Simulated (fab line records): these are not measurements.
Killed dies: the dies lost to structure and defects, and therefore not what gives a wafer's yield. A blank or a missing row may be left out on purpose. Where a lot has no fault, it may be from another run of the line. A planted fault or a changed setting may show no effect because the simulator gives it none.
Code-filled problem report in 8D (eight disciplines) form | flow gf180mcu | the parts of the form that need people (team, actions taken, sign-off) are left out

1. PROBLEM STATEMENT
cdNm at GF_HV_LDD_CD_MEAS_31 reads a mean of 413.3 nm on 6 wafers of 2 lots; wafers without a fault read 400.5 nm with a standard deviation of 2.4. That is +5.3 standard deviations from the usual mean.
The step: target cd 400 nm.
Seen first at day 17 13:23 on cdSem-02, wafer L825.1. The record has a number at this step for 39 wafers belonging to 13 lots. Rule for "out", or "out of limits": more than 4 standard deviations from the usual mean. The other wafers with a number count as sound.

2. WHAT IT IS, WHAT IT ISN'T
question                    | is                     | is not
which readings at this step | cdNm                   | -
which lots                  | L825, L826             | L807, L808, L811, L814, L815, L816, L817, L818, L821, L823, L828
which wafers of those lots  | all that have a number | -
read on which gauges        | cdSem-02               | cdSem-01
when                        | from day 17 13:23      | up to then (30 sound wafers); but 3 sound wafers of L828 came after

3. WHAT RULES OUT EACH SUSPECT
Counting: any tool at a process step up to the reading is kept as a suspect provided that every lot that is out went through it and no sound lot did after the first of them.
- ruled out: the gauge at GF_HV_LDD_CD_MEAS_31. All the wafers that are out were read on cdSem-02, but those of them that GF_HV_LDD_EXPOSE_28 has rows for are out there too, on other tools.
- ilineStepper-02 at GF_HV_LDD_EXPOSE_28 (exposes mask Nplus HV AREA, target cd 400 nm): kept. It processed each lot that is out, first L825 at day 17 02:19, and no sound lot thereafter; up to then, the last sound lot it processed was L821 at day 15 11:15. Out on those wafers are its own readings of exposureDoseMJCm2.
After counting, what remains is ilineStepper-02 at GF_HV_LDD_EXPOSE_28.

4. THE CAUSE (what the simulator had put in)
Process parameters drifting: ilineStepper-02 at GF_HV_LDD_EXPOSE_28, beginning at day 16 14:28. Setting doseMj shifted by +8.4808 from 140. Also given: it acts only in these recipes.
Counting left only this tool.

5. SEQUENCE OF EFFECTS, ordered by route
Each row: a reading where the mean over the struck wafers with a number is more than 3 standard deviations away from the usual. Scope: only readings with a usual standard deviation given in the record; hours: median across lots of the time from each lot's start at the first step in this table that gives one to its start at this step; sigmas: change in usual standard deviations.
hours | step                 | reading           | usual    | on struck wafers | change | sigmas
0     | GF_HV_LDD_EXPOSE_28  | exposureDoseMJCm2 | 140.00   | 148.45           | +8.45  | +77
11    | GF_HV_LDD_CD_MEAS_31 | cdNm              | 400.5 nm | 413.3            | +12.8  | +5.3
Its process steps:
- GF_HV_LDD_EXPOSE_28: exposes mask Nplus HV AREA, target cd 400 nm.

6. WHAT WOULD HAVE CAUGHT IT SOONER
23 hours passed between the start of the fault at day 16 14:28 and the first reading out of limits at a measuring or inspecting step in this record, taken at day 17 13:23.
The tool's own readings at GF_HV_LDD_EXPOSE_28 were out on every struck wafer that the step has a row for (exposureDoseMJCm2): an alarm limit on them would have fired on the first of those.
All the lots that are out (2) had begun GF_HV_LDD_EXPOSE_28 on ilineStepper-02 by day 17 13:23. A hold on the tool at that time would have spared none of them.
